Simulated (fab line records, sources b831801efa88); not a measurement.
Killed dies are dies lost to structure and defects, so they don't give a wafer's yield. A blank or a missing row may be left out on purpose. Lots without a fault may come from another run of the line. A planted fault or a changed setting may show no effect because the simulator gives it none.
One fault seen from 2 desks | flow sky130 | each desk has only its own numbers; what lay behind them comes last

THE METROLOGY DESK
What the gauges read, lot by lot, whatever tool the lot ran on: means of the sampled wafers that have a number. A lot is out of limits, marked OUT, if its mean lies more than 4 standard deviations from the usual mean; the brackets give that distance.
Columns: A = CAP2M_TIN_THK at SKY_CAP2M_THK_MEAS_04, usual 196.2 nm
lot  | first seen here | A
L961 | day 39 23:53    | 195.2
L962 | day 40 03:13    | 197.9
L966 | day 41 05:53    | 198.0
L967 | day 41 10:01    | 197.5
L968 | day 41 18:14    | 195.3
L973 | day 43 04:07    | 195.3
L978 | day 44 14:22    | 195.2
L979 | day 44 15:47    | 197.9
L981 | day 45 03:20    | 195.3
L982 | day 45 14:32    | 195.5
L984 | day 45 23:37    | 202.3
L983 | day 45 23:55    | 196.0
This desk's finding: nothing out of limits on any of the 12 lots.

THE TOOL OWNER'S DESK: litho_track-01
The tool's own readings at SKY_VIA4_SOFTBAKE_07 (time 60 s): means of the sampled wafers that have a number, for each lot that ran on this tool. A lot is out of limits, marked OUT, if its mean lies more than 4 standard deviations from the usual mean; the brackets give that distance.
Columns: A = exhaust_pa at SKY_VIA4_SOFTBAKE_07, usual 45.0 Pa; B = run_length_s at SKY_VIA4_SOFTBAKE_07, usual 89.16 s
lot  | first seen here | A    | B
L961 | day 42 13:41    | 45.3 | 89.23
L966 | day 43 18:44    | 43.9 | 89.31
L967 | day 43 22:13    | 44.7 | 89.26
L968 | day 44 07:44    | 45.7 | 95.04 (+37) OUT
L973 | day 45 13:11    | 45.3 | 94.99 (+36) OUT
L984 | day 48 03:47    | 44.8 | 89.14
This desk's finding: out of limits on L968, L973; first on L968, day 44 07:44 (run_length_s at SKY_VIA4_SOFTBAKE_07). In limits: L961, L966, L967, L984.

PUT TOGETHER
The tool owner's desk could have raised an alarm at day 44 07:44, on L968, L973.
The metrology desk saw nothing out of limits.
The metrology desk has L968, L973 on record, within its limits.
Of the lots named, all ran SKY_VIA4_SOFTBAKE_07 on litho_track-01.

WHAT THE SIMULATOR HAD PUT IN
Process parameter drift: litho_track-01, from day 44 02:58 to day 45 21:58, at SKY_VIA4_SOFTBAKE_07. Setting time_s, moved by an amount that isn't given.
Lots struck among those shown: L968, L973.
Hours from the fault's start to each desk's first reading out of limits: the tool owner's desk, 5.
